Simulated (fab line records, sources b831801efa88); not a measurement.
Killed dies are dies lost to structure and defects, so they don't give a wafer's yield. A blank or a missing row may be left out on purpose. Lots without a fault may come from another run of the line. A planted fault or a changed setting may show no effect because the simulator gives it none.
Chamber matching | flow gf180mcu | GF_CONTACT_CMP_04 on cmp-02: 4 sister chambers
The step polishes SiO2. 4 wafers are shown with their chamber, then 8 later ones without.

WAFERS WITH THEIR CHAMBER
wafer  | chamber | motor_current_A (A)
L165.1 | 3       | 12.3
L177.6 | 0       | 13.6
L181.4 | 1       | 10.5
L183.2 | 2       | 11.3

WAFERS WITHOUT THEIR CHAMBER
wafer  | motor_current_A (A)
L183.5 | 10.2
L183.6 | 11.0
L182.1 | 11.0
L182.3 | 13.5
L182.5 | 13.9
L186.1 | 10.1
L186.4 | 11.3
L186.5 | 14.5

WHICH CHAMBER EACH WENT THROUGH
wafer  | from the rows above     | in truth
L183.5 | can't be placed: 1 or 2 | 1
L183.6 | can't be placed: 2 or 1 | 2
L182.1 | can't be placed: 2 or 1 | 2
L182.3 | 0                       | 0
L182.5 | 0                       | 0
L186.1 | can't be placed: 1 or 2 | 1
L186.4 | can't be placed: 2 or 1 | 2
L186.5 | 0                       | 0
Placed correctly: 3 of 8. Can't be placed from these rows: 5 (the true chamber is among the candidates in 5). Placed wrongly: 0.
How it was worked out, from the rows above alone: a wafer's distance from a chamber is the root of the sum, over the readings, of the square of ((its reading less the chamber's mean) divided by the reading's scatter). The wafer belongs to the nearest chamber; if the next one is less than 2 further off, it can't be placed. A chamber's mean is the mean of its shown wafers. The scatter: with one shown wafer a chamber, the root of the mean of the squares of how far each hidden wafer lies from its nearest shown one.
